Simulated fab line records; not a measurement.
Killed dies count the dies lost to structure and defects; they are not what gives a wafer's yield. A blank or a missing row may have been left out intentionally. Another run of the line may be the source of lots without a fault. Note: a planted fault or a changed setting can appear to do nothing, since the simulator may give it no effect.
fab line records | flow sky130
[record] lots = 14 wafers = 42 last-day = 50
route steps=708 shown VIA2@527 METAL3@535
lots untouched by any fault: they come from a run of this same line in which no faults occurred
start-h: start of the lot's first displayed wafer, in hours after the record's first day | wait-h: how many hours have passed since the lot's step before this one | " the same as in the row above | L1.1+2: a row that stands for several wafers | - value missing, or start not given | * or withheld: withheld | < > ~ a bound
route shown NAME@n: names a module that has steps shown in the file, with the first one's number in the route | usual: average and standard deviation across the fault-free wafers | same: alike in all rows | chamber/n: place in a boat | sites: the reading at each site | _std_site: the values' standard deviation | _edge_site: mean of outer sites minus mean of inner sites | radius-mm: how far each site lies from the wafer's centre | mask NAME#n: copy n | behind: the last tool/chamber to shape the wafer | hold: why the lot went on hold/how many hours it stayed there/how the hold came to an end | device: the n, p or np transistor that did not switch | end of line: at the end of the route, the tests of the same wafers | for a step that has no rows: nothing shown but its recipe | killed: dies lost to structure and defects at the first sort, not the wafer's yield | map: a wafer's dies, marking killed ones x, the rest . and places with no die _
set.NAME: the setting the step ran with; set.NAME@STEP: the setting that earlier step ran with | model.NAME: the simulator's own value behind a step, which no gauge read
a sample of lots followed through the steps of the route, with each step as a table and each wafer as a row
services: when a tool's chamber went out of use (start-h, in hours from the record's first day, below 0 if earlier), for how many hours, and the reason
[[steps]]
[step SKY_VIA2_SPUTTER_20]
[recipe] material = TiN target-thk-nm = 20 chamber-pressure-pa = 5 power-w = 4000 time-s = 80
[usual] cathode-dc-power-W = 4000.0/0.66 chamber-pressure-pa = 5.000/0.01 throttle-valve-pct = 30.1/0.85
// columns lot.wafer tool chamber start-h wait-h cathode-dc-power-W chamber-pressure-pa throttle-valve-pct
L770.2 pvd-sputter-03 - 842.04 0.0 3999.9 4.991 30.1
L770.3 " - " " 3999.9 4.991 31.1
L770.4 " - " " 3998.5 4.996 30.0
L772.2 pvd-sputter-01 - 859.82 0.0 4000.7 4.993 28.8
L772.4 " - " " 3998.8 4.986 30.5
L772.6 " - " " 4000.7 5.013 28.5
L773.1 pvd-sputter-03 - 874.30 0.0 4001.2 4.997 30.2
L773.3 " - " " 4000.1 5.008 31.4
L773.5 " - " " 3999.0 5.001 30.4
L776.1 pvd-sputter-02 - 891.84 0.0 - - -
L776.3 " - " " - - -
L776.5 " - " " - - -
L775.1 pvd-sputter-02 - 904.02 0.0 - - -
L775.3 " - " " - - -
L775.4 " - " " - - -
L779.3 pvd-sputter-03 - 921.12 0.0 3998.5 4.985 31.5
L779.4 " - " " 4000.0 5.006 30.4
L779.5 " - " " 4000.5 5.014 30.1
L780.3 pvd-sputter-02 - 926.99 0.0 4000.6 4.996 30.3
L780.4 " - " " 4000.2 5.000 30.4
L780.5 " - " " 4000.9 5.007 30.2
L783.1 pvd-sputter-03 - 944.77 0.0 4000.3 5.010 30.3
L783.4 " - " " 4000.6 5.002 30.2
L783.6 " - " " 3999.5 5.007 30.3
L784.1 pvd-sputter-02 - 955.87 0.0 3999.0 5.006 30.0
L784.3 " - " " 4000.5 5.007 30.4
L784.4 " - " " 3998.9 4.990 28.8
L786.2 pvd-sputter-01 - 968.87 0.0 4000.3 5.010 29.0
L786.3 " - " " 4000.4 4.988 31.3
L786.6 " - " " 3999.8 5.014 30.2
L787.2 pvd-sputter-01 - 976.31 0.0 3999.8 4.995 28.3
L787.3 " - " " 3999.3 4.990 28.7
L787.5 " - " " 3999.8 4.988 28.5
L788.2 pvd-sputter-03 - 983.56 0.0 4000.3 5.003 30.1
L788.4 " - " " 3999.6 4.999 30.3
L788.5 " - " " 3999.8 5.004 30.3
L790.2 pvd-sputter-01 - 1002.23 0.0 3999.6 5.008 29.3
L790.3 " - " " 4000.1 5.004 28.6
L790.6 " - " " 3999.9 4.991 29.1
L791.1 pvd-sputter-03 - 1004.21 0.0 4000.3 5.009 30.5
L791.4 " - " " 4001.2 4.994 30.3
L791.5 " - " " 3999.5 5.002 30.1
[step SKY_VIA2_CVD_21]
[recipe] material = W target-thk-nm = 420 time-s = 126.4 temp-c = 400 pressure-torr = 40
[usual] chamber-pressure-Torr = 39.99/0.082 heater-power-w = 829/33
// columns lot.wafer tool chamber start-h wait-h chamber-pressure-Torr heater-power-w
L770.2 cvd-w-01 1 842.10 0.0 40.02 824
L770.3 " 0 " " 39.85 861
L770.4 " 1 " " 39.98 833
L772.2 cvd-w-02 1 859.88 0.0 39.87 765
L772.4 " 1 " " 39.91 800
L772.6 " 1 " " 40.09 782
L773.1 cvd-w-01 1 874.36 0.0 40.01 827
L773.3 " 0 " " 40.06 896
L773.5 " 0 " " 39.89 889
L776.1 cvd-w-02 1 891.90 0.0 39.99 798
L776.3 " 1 " " 40.00 784
L776.5 " 0 " " 40.08 826
L775.1 cvd-w-02 1 904.08 0.0 40.05 790
L775.3 " 0 " " 39.94 823
L775.4 " 1 " " 39.99 833
L779.3 cvd-w-01 1 921.22 0.1 40.02 808
L779.4 " 0 " " 40.15 876
L779.5 " 1 " " 40.07 814
L780.3 cvd-w-01 0 927.14 0.1 40.05 870
L780.4 " 0 " " 40.09 861
L780.5 " 0 " " 40.10 869
L783.1 cvd-w-02 1 944.83 0.0 39.88 795
L783.4 " 1 " " 40.10 803
L783.6 " 1 " " 40.06 801
L784.1 cvd-w-02 0 955.93 0.0 40.11 808
L784.3 " 1 " " 39.81 784
L784.4 " 0 " " 40.08 836
L786.2 cvd-w-02 0 968.93 0.0 39.94 824
L786.3 " 1 " " 39.92 804
L786.6 " 1 " " 39.87 805
L787.2 cvd-w-01 0 976.37 0.0 39.87 887
L787.3 " 1 " " 40.02 797
L787.5 " 1 " " 40.04 805
L788.2 cvd-w-01 1 983.62 0.0 39.88 822
L788.4 " 0 " " 40.00 881
L788.5 " 1 " " 39.97 811
L790.2 cvd-w-01 0 1002.29 0.0 40.09 887
L790.3 " 1 " " 40.08 813
L790.6 " 0 " " 39.95 869
L791.1 cvd-w-01 1 1004.27 0.0 40.01 811
L791.4 " 1 " " 40.02 806
L791.5 " 1 " " 40.03 785
[step SKY_VIA2_CMP_24]
[recipe] stop-on = SiO2 t-overpolish-s = 20 down-force-psi = 3.5 platen-rpm = 60 target-thk-nm = 0 pad-velocity-m-s = 0.94248
[usual] motor-current-A = 10.7/1.2
// columns lot.wafer tool chamber start-h wait-h motor-current-A
L770.3 cmp-02 2 842.41 0.0 9.7
L770.4 " 3 " " 10.3
L770.2 " 1 " " 10.8
L772.4 cmp-01 0 860.19 0.0 10.0
L772.2 " 1 " " 12.3
L772.6 " 1 " " 12.3
L773.1 cmp-02 1 874.72 0.1 11.0
L773.3 " 3 " " 10.6
L773.5 " 1 " " 10.9
L776.1 cmp-01 1 892.21 0.1 13.1
L776.3 " 0 " " 9.6
L776.5 " 2 " " 9.8
L775.1 cmp-02 3 904.44 0.1 10.8
L775.3 " 0 " " 10.9
L775.4 " 1 " " 10.9
L779.4 cmp-01 1 921.54 0.1 12.8
L779.3 " 3 " " 12.2
L779.5 " 0 " " 9.5
L780.4 cmp-01 3 927.59 0.1 12.2
L780.3 " 0 " " 10.0
L780.5 " 1 " " 12.6
L783.4 cmp-02 1 945.14 0.0 11.1
L783.1 " 2 " " 9.2
L783.6 " 2 " " 9.1
L784.3 cmp-01 1 956.24 0.0 12.6
L784.1 " 2 " " 9.3
L784.4 " 3 " " 12.2
L786.2 cmp-02 3 969.24 0.0 10.1
L786.3 " 0 " " 10.4
L786.6 " 0 " " 9.6
L787.3 cmp-02 2 976.73 0.1 9.2
L787.2 " 3 " " 10.6
L787.5 " 2 " " 9.5
L788.2 cmp-02 2 983.93 0.0 9.6
L788.4 " 1 " " 10.5
L788.5 " 3 " " 11.1
L790.3 cmp-01 3 1002.65 0.1 12.5
L790.2 " 1 " " 13.2
L790.6 " 2 " " 9.8
L791.1 cmp-01 0 1004.68 0.1 10.3
L791.4 " 1 " " 12.8
L791.5 " 3 " " 12.2
[step SKY_METAL3_SPUTTER_03]
[recipe] material = Ti target-thk-nm = 5 power-w = 3000 time-s = 3.3 chamber-pressure-pa = 0.4
[usual] cathode-dc-power-W = 3000.0/0.55 chamber-pressure-pa = 0.4000/0.00079 throttle-valve-pct = 30.2/0.8
// columns lot.wafer tool chamber start-h wait-h cathode-dc-power-W chamber-pressure-pa throttle-valve-pct
L770.2 pvd-sputter-01 - 842.80 0.0 2999.7 0.4006 30.5
L770.3 " - " " 3000.6 0.4001 28.6
L770.4 " - " " 3001.0 0.3992 31.4
L772.2 pvd-sputter-04 - 860.58 0.0 3000.4 0.3994 31.2
L772.4 " - " " 3000.2 0.3992 29.7
L772.6 " - " " 2999.1 0.4001 29.8
L773.1 pvd-sputter-04 - 875.06 0.0 3000.2 0.3989 30.2
L773.3 " - " " 2999.6 0.3992 31.4
L773.5 " - " " 3000.3 0.3998 31.1
L779.3 pvd-sputter-01 - 921.87 0.0 2999.5 0.4003 31.4
L779.4 " - " " 2999.5 0.4000 28.5
L779.5 " - " " 2999.5 0.3992 29.4
L780.3 pvd-sputter-04 - 927.88 0.0 2999.6 0.4008 29.9
L780.4 " - " " 2999.7 0.3993 31.1
L780.5 " - " " 3000.3 0.4002 30.5
L783.1 pvd-sputter-04 - 945.53 0.0 3000.1 0.3991 30.4
L783.4 " - " " 2999.7 0.3994 30.3
L783.6 " - " " 3000.7 0.4007 30.2
L784.1 pvd-sputter-04 - 956.63 0.0 2999.7 0.4016 30.6
L784.3 " - " " 2999.2 0.4005 30.5
L784.4 " - " " 2999.6 0.3985 29.8
L786.2 pvd-sputter-02 - 969.63 0.0 3000.1 0.4005 30.6
L786.3 " - " " 2999.6 0.3997 28.7
L786.6 " - " " 3000.4 0.3992 28.8
L787.2 pvd-sputter-04 - 977.07 0.0 3000.0 0.3994 31.6
L787.3 " - " " 3000.2 0.4005 30.6
L787.5 " - " " 2998.9 0.3995 30.6
L788.2 pvd-sputter-02 - 984.32 0.0 3000.0 0.4001 28.8
L788.4 " - " " 3000.2 0.3996 30.0
L788.5 " - " " 3000.0 0.4012 28.6
L790.2 pvd-sputter-04 - 1002.99 0.0 2999.7 0.3996 31.2
L790.3 " - " " 2999.7 0.3997 30.6
L790.6 " - " " 3000.9 0.3995 30.9
L791.1 pvd-sputter-02 - 1004.97 0.0 3000.3 0.4018 30.0
L791.4 " - " " 3000.3 0.3998 28.5
L791.5 " - " " 2999.6 0.3999 28.7
[[services]]
// columns tool chamber start-h hours kind
pvd-sputter-01 - 840.20 2.1 repair
pvd-sputter-02 - 840.35 2.9 repair
cvd-w-02 0 847.85 3.0 repair
cvd-w-02 - 849.37 1.4 repair
cvd-w-01 - 853.42 2.8 pm
cvd-w-02 - 857.63 0.6 repair
cmp-02 - 861.07 6.9 pm
cmp-01 - 868.17 2.9 pm
cmp-01 - 885.32 2.2 repair
pvd-sputter-03 - 888.76 3.9 repair
cmp-02 - 893.98 1.6 repair
cmp-02 - 901.97 2.3 repair
cvd-w-01 - 904.00 14.0 pm
cvd-w-01 0 904.00 14.0 vent-cycle
cvd-w-01 1 904.00 14.0 vent-cycle
cmp-02 - 905.63 22.8 pm
cmp-01 - 912.29 4.0 pm
cvd-w-01 1 924.39 6.7 repair
pvd-sputter-01 - 932.96 5.0 repair
pvd-sputter-01 - 941.20 2.6 repair
cmp-01 - 945.81 3.7 repair
cmp-01 - 959.13 0.3 repair
cmp-01 - 966.18 3.9 repair
pvd-sputter-04 - 988.66 1.4 repair
[[key]]
[first-sign] step = SKY_VIA2_SPUTTER_20 reading = tool-record direction = missing
effect none on later readings
met-at SKY_VIA2_SPUTTER_20
struck-lots L775,L776
later-rows-left-out L775.1,L775.3,L775.4,L776.1,L776.3,L776.5
sort-left-out L775.1,L775.3,L775.4,L776.1,L776.3,L776.5
not-acting-at SKY_VIA2_CVD_21,SKY_VIA2_CMP_24,SKY_METAL3_SPUTTER_03
[fault] kind = skipped-step-whole tool = pvd-sputter-02 chamber = - onset-h = 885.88 steps = SKY_VIA2_SPUTTER_20 scope = struck-lots-only
// sort-left-out: the simulated sort isn't trusted on such a fault, so these wafers' sort isn't shown, and their yield isn't known
// later-rows-left-out: the simulator's readings of these wafers behind a module that went badly wrong aren't trusted and aren't shown, but for the sort
